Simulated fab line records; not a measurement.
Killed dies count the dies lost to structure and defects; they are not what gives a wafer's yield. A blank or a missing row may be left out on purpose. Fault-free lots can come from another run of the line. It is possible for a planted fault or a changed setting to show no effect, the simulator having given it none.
One fault seen from 2 desks | flow sky130 | only its own numbers are on each desk; what lay behind them is given at the end

FOR THE TOOL OWNER'S DESK: litho-track-03
The tool's own readings at SKY_PWDE_HMDS_01 (prime time 60 s): means of the sampled wafers that have a number, for each lot that ran on this tool. The brackets show how far a lot's mean lies from the usual mean; more than 4 standard deviations puts the lot out of limits, marked OUT.
Columns: A = prime-temp-c at SKY_PWDE_HMDS_01, usual 120.02 C
lot  | first seen here | A
L619 | day 3 20:31     | 120.16
L622 | day 4 04:55     | 120.10
L629 | day 5 18:52     | 121.70 (+14) OUT
L630 | day 6 00:46     | 121.79 (+15) OUT
L631 | day 6 07:16     | 121.78 (+15) OUT
This desk finds L629, L630, L631 out of limits, L629 being first, at day 5 18:52 (prime-temp-c at SKY_PWDE_HMDS_01). L619, L622 stayed within limits.

THE METROLOGY DESK
Lot by lot, what the gauges showed, no matter which tool ran the lot: averages of those sampled wafers that carry a number. The brackets show how far a lot's mean lies from the usual mean; more than 4 standard deviations puts the lot out of limits, marked OUT.
Columns: A = cd-nm at SKY_FIELD_ISO_CD_MEAS_13, usual 150.1 nm
lot  | first seen here | A
L619 | day 2 05:08     | 149.6
L621 | day 2 14:28     | 150.2
L622 | day 2 23:05     | 149.9
L624 | day 3 08:14     | 149.1
L629 | day 4 09:35     | 148.1
L630 | day 4 13:45     | 152.6
L631 | day 4 18:25     | 151.7
L634 | day 5 12:53     | 149.4
L635 | day 5 15:47     | 150.7
L636 | day 5 21:34     | 151.7
L637 | day 6 02:49     | 149.6
L640 | day 6 18:34     | 148.9
L642 | day 7 05:40     | 149.8
This desk found nothing out of limits on any of the 13 lots.

BROUGHT TOGETHER
At day 5 18:52, on L629, L630, L631, the tool owner's desk was in a position to raise an alarm.
Metrology desk: nothing out of limits seen.
The metrology desk holds a record of L629, L630, L631, inside its limits.
Every lot named ran SKY_PWDE_HMDS_01 on litho-track-03.

WHAT THE SIMULATOR PUT IN
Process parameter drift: litho-track-03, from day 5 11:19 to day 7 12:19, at SKY_PWDE_HMDS_01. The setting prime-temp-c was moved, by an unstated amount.
Shown lots that were struck: L629, L630, L631.
Hours from the fault's start to each desk's first reading out of limits: the tool owner's desk, 8.
